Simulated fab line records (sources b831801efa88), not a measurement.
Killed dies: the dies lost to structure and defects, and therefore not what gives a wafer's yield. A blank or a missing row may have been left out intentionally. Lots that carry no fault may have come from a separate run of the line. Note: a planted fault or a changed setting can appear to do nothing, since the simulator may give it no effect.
Problem report in the 8D (eight disciplines) form, filled by code || flow sky130 || the parts of the form that need people (team, actions taken, sign-off) are left out

== 1. WHAT WENT WRONG ==
Wafers without a fault read 150.8 nm, standard deviation 1.5; cd nm at SKY_FIELD_ISO_CD_MEAS_13 reads a mean of 138.8 nm on 9 wafers belonging to 3 lots. Relative to the usual mean, that is a shift of -8.0 standard deviations.
The step: target cd 150 nm.
First seen on wafer L416.1, day 4 13:34, on cd sem-01. The record has a number at this step for 33 wafers belonging to 11 lots. By rule, "out" or "out of limits" means more than 4 standard deviations away from the usual mean. All remaining wafers that have a number are taken as sound.

== 2. WHAT IT IS, AND WHAT IT ISN'T ==
{"question": "which readings at this step", "is": "cd nm", "is not": "-"}
{"question": "which lots", "is": "L416, L420, L421", "is not": "L405, L408, L411, L415, L422, L425, L426, L428"}
{"question": "which wafers of those lots", "is": "all that have a number", "is not": "-"}
{"question": "read on which gauges", "is": "cd sem-01, cd sem-02", "is not": "-"}
{"question": "when", "is": "from day 4 13:34", "is not": "up to then (12 sound wafers); but 12 sound wafers of L422, L425, L426, L428 came after"}

== 3. SUSPECTS, AND WHAT RULES EACH OUT ==
Counting: a tool at a process step up to the reading stays a suspect if it ran every lot that is out and no sound lot after the first of them.
- the gauge at SKY_FIELD_ISO_CD_MEAS_13 is ruled out. Those wafers that are out were read across 2 gauges (cd sem-01, cd sem-02).
- krf scanner-01 at SKY_FIELD_ISO_EXPOSE_10 (exposes mask FOM, target cd 150 nm): kept. Every lot that is out went through it, starting with L416 (day 4 05:29), and after that it ran no sound lot; the last sound lot it ran before then is L415 (day 4 00:29). Its own readings are out on those wafers: exposure dose mJ cm2.
The count leaves krf scanner-01 at SKY_FIELD_ISO_EXPOSE_10.

== 4. THE CAUSE (what the simulator had put in) ==
Drift in process parameters on krf scanner-01 at SKY_FIELD_ISO_EXPOSE_10, starting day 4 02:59. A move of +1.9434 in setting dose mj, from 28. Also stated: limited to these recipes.
After counting, this tool was the only one left.

== 5. SEQUENCE OF EFFECTS, ordered by route ==
Rows list readings where the struck wafers' mean (over those with a number) sits beyond 3 standard deviations from the usual. Only readings whose record carries a usual standard deviation are examined. hours: median over the lots of the time between each lot's start at the first step of this table that gives one and its start at this step. sigmas: the change, counted in usual standard deviations.
{"hours": 0, "step": "SKY_FIELD_ISO_EXPOSE_10", "reading": "exposure dose mJ cm2", "usual": 27.99, "on struck wafers": 29.71, "change": "+1.72", "sigmas": "+49"}
{"hours": 9, "step": "SKY_FIELD_ISO_CD_MEAS_13", "reading": "cd nm", "usual": "150.8 nm", "on struck wafers": 138.8, "change": -12.0, "sigmas": -8.0}
Its process steps:
- SKY_FIELD_ISO_EXPOSE_10: exposes mask FOM, target cd 150 nm.
Later measuring or inspecting steps at which every struck wafer that the step has a row for has a number for every such reading, and none has moved that far: SKY_NWELL_OVL_MEAS_23.

== 6. HOW IT WOULD HAVE BEEN CAUGHT EARLIER ==
11 hours passed between the start of the fault at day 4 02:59 and the first reading out of limits at a measuring or inspecting step in this record, taken at day 4 13:34.
The tool's own readings at SKY_FIELD_ISO_EXPOSE_10 were out on every struck wafer that the step has a row for (exposure dose mJ cm2): an alarm limit on them would have fired on the first of those.
Among the 3 lots that are out, L420, L421 began SKY_FIELD_ISO_EXPOSE_10 on krf scanner-01 after day 4 13:34. A hold on the tool at that time would have spared those 2.
